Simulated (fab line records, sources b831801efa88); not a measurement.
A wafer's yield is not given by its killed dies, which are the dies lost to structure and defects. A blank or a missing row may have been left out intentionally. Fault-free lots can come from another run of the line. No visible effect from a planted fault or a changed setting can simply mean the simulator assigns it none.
Which of the tools did it?    flow sky130    30 wafers from 10 lots sampled at 2 of the route's 708 steps

== WHAT THE GAUGES READ, wafer by wafer ==
SKY_CONTACT_THK_MEAS_03.
lot   measured      on             CONTACT_HDPCVD_THK (nm)
L497  day 30 21:59  film-metro-01  563 562 564
L503  day 32 20:23  film-metro-03  561 558 571
L504  day 33 23:06  film-metro-01  563 565 562
L507  day 34 17:42  film-metro-01  567 563 566
L511  day 35 14:26  film-metro-02  575 571 570
L512  day 36 02:16  film-metro-02  564 575 564
L515  day 36 18:54  film-metro-01  579 578 574
L516  day 37 03:35  film-metro-01  570 563 565
L517  day 37 11:16  film-metro-02  569 577 563
L518  day 37 20:39  film-metro-03  566 567 567

== WHAT TOOL EACH LOT RAN ON (gives the tool, then ch and the chambers of the sampled wafers, and finally the start) ==
lot   SKY_LI_CONTACT_SPUTTER_20
L497  pvd-sputter-01, day 29 16:44
L503  pvd-sputter-03, day 31 15:55
L504  pvd-sputter-04, day 32 17:29
L507  pvd-sputter-01, day 33 12:48
L511  pvd-sputter-03, day 34 09:24
L512  pvd-sputter-04, day 34 20:04
L515  pvd-sputter-03, day 35 13:05
L516  pvd-sputter-03, day 35 21:19
L517  pvd-sputter-04, day 36 05:55
L518  pvd-sputter-04, day 36 14:52
- SKY_LI_CONTACT_SPUTTER_20: material TiN, target thk 20 nm, time 80 s.

== THE ANSWER, worked out from the rows above alone ==
Rule: usual is defined by the lots themselves. Put in order of their means at a reading, lots are off if they are a third of the lots or fewer, leave a main group of 4 or more, and stand apart from it by a gap of 3 or more times the standard deviation of the main group's means; of several such gaps the widest counts. A main group is skipped when, at the precision printed for the reading in the tables above, its means are all equal. A lot without any number at a reading at which 4 lots or more have one is off too. Where the step has rows for the other lots, those lots are counted as sound.
No lot is off at any reading shown: from this, nothing can be told.

== WHAT THE SIMULATOR HAD PUT IN ==
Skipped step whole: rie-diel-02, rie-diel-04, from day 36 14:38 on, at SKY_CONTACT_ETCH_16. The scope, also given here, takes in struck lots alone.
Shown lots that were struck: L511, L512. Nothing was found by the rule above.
